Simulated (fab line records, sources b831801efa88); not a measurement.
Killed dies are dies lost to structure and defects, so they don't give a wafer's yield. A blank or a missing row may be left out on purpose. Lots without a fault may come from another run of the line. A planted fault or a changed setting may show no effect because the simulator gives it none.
Problem report in the 8D (eight disciplines) form, filled by code | flow sky130 | the parts of the form that need people (team, actions taken, sign-off) are left out

1. THE PROBLEM
cd_nm at SKY_CONTACT_CD_MEAS_14 reads a mean of 127.2 nm on 2 wafers of 2 lots; wafers without a fault read 169.6 nm with a standard deviation of 1.6. That is -26 standard deviations from the usual mean.
The step: target cd 170 nm.
First seen on wafer L222.5, day 33 12:23, on cd_sem-02. The record holds 38 wafers of 13 lots with a number at this step. Rule for "out", or "out of limits": more than 4 standard deviations from the usual mean. The other wafers with a number count as sound.

2. WHAT IT IS AND WHAT IT IS NOT
question                    | is                   | is not
which readings at this step | cd_nm                | -
which lots                  | L222, L223           | L216, L217, L218, L219, L220, L221, L232, L233, L234, L237, L238
which wafers of those lots  | L222.5, L223.5       | L222.3, L222.4, L223.3
read on which gauges        | cd_sem-01, cd_sem-02 | -
when                        | from day 33 12:23    | up to then (20 sound wafers); but 16 sound wafers of L223, L232, L233, L234, L237, L238 came after

3. SUSPECTS, AND WHAT RULES EACH OUT
Counting: a tool at a process step up to the reading stays a suspect if it ran every lot that is out. Sound lots after the first of them don't rule it out here, since some wafers of a struck lot are sound.
- the gauge at SKY_CONTACT_CD_MEAS_14: ruled out. The wafers that are out were read on 2 gauges (cd_sem-01, cd_sem-02).
- krf_scanner-02 at SKY_CONTACT_EXPOSE_11 (exposes mask CTM1, target cd 170 nm): kept. It ran every lot that is out, first L222 (day 32 23:41); its last sound lot up to then is L221 (day 32 12:33).
Left after counting: krf_scanner-02 at SKY_CONTACT_EXPOSE_11.

4. THE CAUSE (what the simulator had put in)
Process parameter drift: krf_scanner-02, from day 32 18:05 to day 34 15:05, at SKY_CONTACT_EXPOSE_11. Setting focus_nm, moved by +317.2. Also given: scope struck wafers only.
Counting left only this tool.

5. THE CHAIN OF EFFECTS, in route order
Each row: a reading whose mean over the struck wafers that have a number lies more than 3 standard deviations from the usual. Only readings for which the record gives a usual standard deviation are gone through. hours: the time from each lot's start at the first step in this table that gives one to its start at this step, as a median over the lots. sigmas: the change in usual standard deviations.
hours | step                   | reading            | usual    | on struck wafers | change | sigmas
0     | SKY_CONTACT_CD_MEAS_14 | cd_nm              | 169.6 nm | 127.2            | -42.3  | -26
329   | SKY_PAD_OPEN_PROBE_99  | killed_at_contacts | 25       | 424              | +400   | +78
329   | SKY_PAD_OPEN_PROBE_99  | killed_dies        | 88       | 490              | +402   | +43
329   | SKY_PAD_OPEN_PROBE_99  | killed_on_rim      | 17       | 96               | +79    | +18
The process steps in it:
- SKY_PAD_OPEN_PROBE_99

6. WHAT WOULD HAVE CAUGHT IT SOONER
In this record the first reading out of limits at a measuring or inspecting step was taken at day 33 12:23, 18 hours after the fault began at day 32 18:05.
Of the tool readings at SKY_CONTACT_EXPOSE_11 for which the record gives a usual standard deviation, none was out on any struck wafer, so an alarm limit of 4 standard deviations on them would not have fired.
All the lots that are out (2) had begun SKY_CONTACT_EXPOSE_11 on krf_scanner-02 by day 33 12:23. A hold on the tool at that time would have spared none of them.
